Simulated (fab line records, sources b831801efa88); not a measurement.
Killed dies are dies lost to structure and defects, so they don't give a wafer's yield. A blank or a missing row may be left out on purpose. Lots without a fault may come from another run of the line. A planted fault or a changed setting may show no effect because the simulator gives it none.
A struck lot beside a sound one | flow sky130 | 14 steps out of a route of 708
Sound: wafers L547.1, L547.2, L547.5. Struck: wafers L549.3, L549.4, L549.5. The cause comes at the end.
At each step with rows: each side's tool, then ch and its chambers, then its first start. Under that, the readings that differ: sound wafers | struck wafers | difference of the means | sigmas: that difference in standard deviations of wafers without a fault.
alike: readings whose means differ by less than 2 such deviations, and words and numbers that are the same on both sides. not compared: withheld readings, readings that some wafer has no value for, bounds like >300 that may hide the same value, and numbers for which the record gives no deviation and whose values overlap.
The two part at a step that has a row with sigmas, a row that says differs or no value, or rows on one side only. Numbers that don't overlap but have no deviation are shown without sigmas and don't part them. A reading that every wafer of one side lacks parts them only if that side has two wafers or more.

SKY_NWELL_OVL_MEAS_10:
  sound on overlay-02, day 7 05:02; struck on overlay-01, day 7 14:28
  alike: NWELL_00_OVL
then, 3 steps without rows for these wafers: SKY_NWELL_IMPLANT_11; SKY_NWELL_IMPLANT_12; SKY_NWELL_IMPLANT_13.
SKY_NWELL_STRIP_14: strips in O2/N2.
  sound on plasma_asher-03 ch 0,1, day 7 05:31; struck on plasma_asher-04 ch 0,1, day 7 14:58
  alike: drypump_motor_current_A, oes_product_au, strip_time_to_endpoint_s
  not compared: rf_hours_counter_h
SKY_NWELL_TW_MEAS_15:
  sound on film_metro-03, day 7 05:37; struck on film_metro-04, day 7 15:04
  alike: NWELL_TW
then, 6 steps without rows for these wafers: SKY_NWELL_DEHYDRATE_16 (time 60 s); SKY_NWELL_HMDS_17 (prime time 60 s); SKY_NWELL_COAT_18 (resist thk 3000 nm); SKY_NWELL_SOFTBAKE_19; SKY_NWELL_EXPOSE_20 (exposes mask NWM COMPLEMENT, target cd 840 nm); SKY_NWELL_PEB_21.
SKY_NWELL_DEVELOP_22: develop time 60 s.
  sound on litho_track-02 ch 0, day 8 01:00; struck on litho_track-03, day 8 11:00
  no value came back on the struck wafers for any of 5 readings (chill_plate_temp_C (C), develop_time_s (s) and others); on the sound wafers chill_plate_temp_C (C) reads 22.85 22.99 23.03
SKY_NWELL_OVL_MEAS_23:
  sound on overlay-02, day 8 01:16; struck on overlay-02, day 8 11:49
  reading           | sound          | struck | difference                    | sigmas
  NWELL_01_OVL (nm) | -1.7 -1.5 -2.0 | - - -  | no value on the struck wafers |

WHERE THEY PART
First at SKY_NWELL_DEVELOP_22; last, within this record, at SKY_NWELL_OVL_MEAS_23.

WHY: what the simulator had put in
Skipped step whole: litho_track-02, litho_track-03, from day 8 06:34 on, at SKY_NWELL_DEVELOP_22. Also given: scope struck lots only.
